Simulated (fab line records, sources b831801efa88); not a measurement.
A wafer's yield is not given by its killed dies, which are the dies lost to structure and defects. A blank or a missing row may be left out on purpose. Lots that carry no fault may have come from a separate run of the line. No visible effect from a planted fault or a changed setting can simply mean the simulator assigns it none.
Which tool is to blame?	flow sfqLine	39 wafers from 13 lots sampled at 3 of the route's 325 steps

== WHAT EACH GAUGE READ, for each wafer ==
No reading from a measuring or inspecting step in the record can be judged against a usual standard deviation.

== WHICH TOOL RAN EACH LOT (tool, then ch and the chambers of the sampled wafers, then the start) ==
lot	SFQ_TRILAYER_I1_CMP_CMP_046	SFQ_TRILAYER_I1_METRO_MEASURE_047	SFQ_TRILAYER_I1_VIA_ETCH_VIA_ETCH_052
L152	cmp-01 ch 0,2,3, day 17 10:12	filmMetro-01, day 17 12:55	rieDiel-01 ch 0,1, day 24 06:21
L153	cmp-01 ch 0,2,3, day 18 00:43	filmMetro-02, day 18 03:50	rieDiel-01 ch 0,1,2, day 24 15:07
L154	cmp-02 ch 0,1,3, day 26 10:06	filmMetro-02, day 26 12:13	rieDiel-02 ch 0,1,3, day 26 16:16
L157	cmp-01 ch 0,2,3, day 26 17:55	filmMetro-02, day 26 21:26	rieDiel-01 ch 0,2,3, day 27 01:55
L159	cmp-01 ch 0,1, day 27 05:55	filmMetro-04, day 27 09:02	rieDiel-02 ch 1,3, day 33 05:28
L167	cmp-02 ch 0,1,3, day 30 07:05	filmMetro-01, day 30 10:13	rieDiel-04 ch 0,1,2, day 36 05:04
L168	cmp-02 ch 2,3, day 30 22:05	filmMetro-04, day 31 01:25	rieDiel-04 ch 0,2, day 36 20:47
L169	cmp-02 ch 1,2,3, day 31 06:48	filmMetro-01, day 31 09:25	rieDiel-01 ch 1,2,3, day 37 06:23
L170	cmp-02 ch 0,2,3, day 31 14:42	filmMetro-01, day 31 17:49	rieDiel-02 ch 1,3, day 37 13:35
L171	cmp-02 ch 0,2,3, day 31 22:56	filmMetro-02, day 32 01:28	rieDiel-04 ch 0,2,3, day 37 20:47
L172	cmp-02 ch 1,2,3, day 32 07:30	filmMetro-01, day 32 10:37	rieDiel-02 ch 0,1,2, day 38 05:11
L173	cmp-02 ch 0,2,3, day 32 17:40	filmMetro-04, day 32 19:59	rieDiel-04 ch 0,1, day 38 17:11
L175	cmp-01 ch 0,1,2, day 33 09:43	filmMetro-02, day 33 12:20	rieDiel-04 ch 0,3, day 39 09:02
- SFQ_TRILAYER_I1_CMP_CMP_046: polishes SiO2.
- SFQ_TRILAYER_I1_METRO_MEASURE_047
- SFQ_TRILAYER_I1_VIA_ETCH_VIA_ETCH_052: etches SiO2 in CHF3, stops on Nb, target depth 260 nm.

== AS READ BY THE TOOLS THEMSELVES (means over the sampled wafers that have a number; for cases with no such wafer, the mark the record gives instead) ==
SFQ_TRILAYER_I1_CMP_CMP_046. Usual: headPressurePsi 3.000 psi, standard deviation 0.0068; motorCurrentA 10.2 A, standard deviation 1; timeToEndpointS 213 s, standard deviation 7.1.
lot	tool	headPressurePsi (psi)	motorCurrentA (A)	timeToEndpointS (s)	flag
L152	cmp-01	2.997	9.7	220	
L153	cmp-01	2.999	9.3	216	
L154	cmp-02	2.995	9.9	207	
L157	cmp-01	2.993	9.4	218	
L159	cmp-01	3.001	9.5	210	
L167	cmp-02	3.006	10.0	209	
L168	cmp-02	2.996	10.6	217	
L169	cmp-02	3.002	10.8	215	
L170	cmp-02	3.002	10.3	208	
L171	cmp-02	2.997	10.6	218	
L172	cmp-02	3.001	10.9	211	
L173	cmp-02	3.001	10.4	217	
L175	cmp-01	3.003	9.3	216	

SFQ_TRILAYER_I1_METRO_MEASURE_047. Usual: thkNm 200.0 nm, standard deviation 0.88.
lot	tool	thkNm (nm)	flag
L152	filmMetro-01	200.0	
L153	filmMetro-02	201.5	
L154	filmMetro-02	199.4	
L157	filmMetro-02	200.8	
L159	filmMetro-04	213.1	OFF
L167	filmMetro-01	199.6	
L168	filmMetro-04	200.9	
L169	filmMetro-01	200.6	
L170	filmMetro-01	200.6	
L171	filmMetro-02	200.4	
L172	filmMetro-01	200.4	
L173	filmMetro-04	199.8	
L175	filmMetro-02	200.2	

SFQ_TRILAYER_I1_VIA_ETCH_VIA_ETCH_052. Usual: drypumpMotorCurrentA 5.5 A, standard deviation 0.49; oesProductAu 0.854 a.u., standard deviation 0.005.
lot	tool	drypumpMotorCurrentA (A)	oesProductAu (a.u.)	flag
L152	rieDiel-01	5.3	0.851	
L153	rieDiel-01	5.4	0.861	
L154	rieDiel-02	5.5	0.852	
L157	rieDiel-01	5.8	0.861	
L159	rieDiel-02	5.4	0.887	OFF
L167	rieDiel-04	5.1	0.854	
L168	rieDiel-04	5.1	0.853	
L169	rieDiel-01	5.6	0.860	
L170	rieDiel-02	5.4	0.854	
L171	rieDiel-04	5.4	0.857	
L172	rieDiel-02	5.7	0.856	
L173	rieDiel-04	5.0	0.856	
L175	rieDiel-04	5.4	0.855	

== THE ANSWER, worked out from the rows above alone ==
Rule: a lot is off if the mean of its wafers that have a number lies more than 3 standard deviations from the usual mean. A lot without any number at a reading at which 4 lots or more have one is off too. The other lots that the step has rows for count as sound. Order of review: gauges by route order, followed by the tools' own readings, for which a lot's mean as printed above is used. The first step at which some lot is off is used, and at that step the reading that is off furthest; a lot without a number counts as furthest.
Off: L159 (SFQ_TRILAYER_I1_METRO_MEASURE_047, thkNm).
A tool fits if, at that step or a process step before it, it ran every lot that is off, and no sound lot after the first of them. None of those tried fits.

== WHAT THE SIMULATOR HAD PUT IN ==
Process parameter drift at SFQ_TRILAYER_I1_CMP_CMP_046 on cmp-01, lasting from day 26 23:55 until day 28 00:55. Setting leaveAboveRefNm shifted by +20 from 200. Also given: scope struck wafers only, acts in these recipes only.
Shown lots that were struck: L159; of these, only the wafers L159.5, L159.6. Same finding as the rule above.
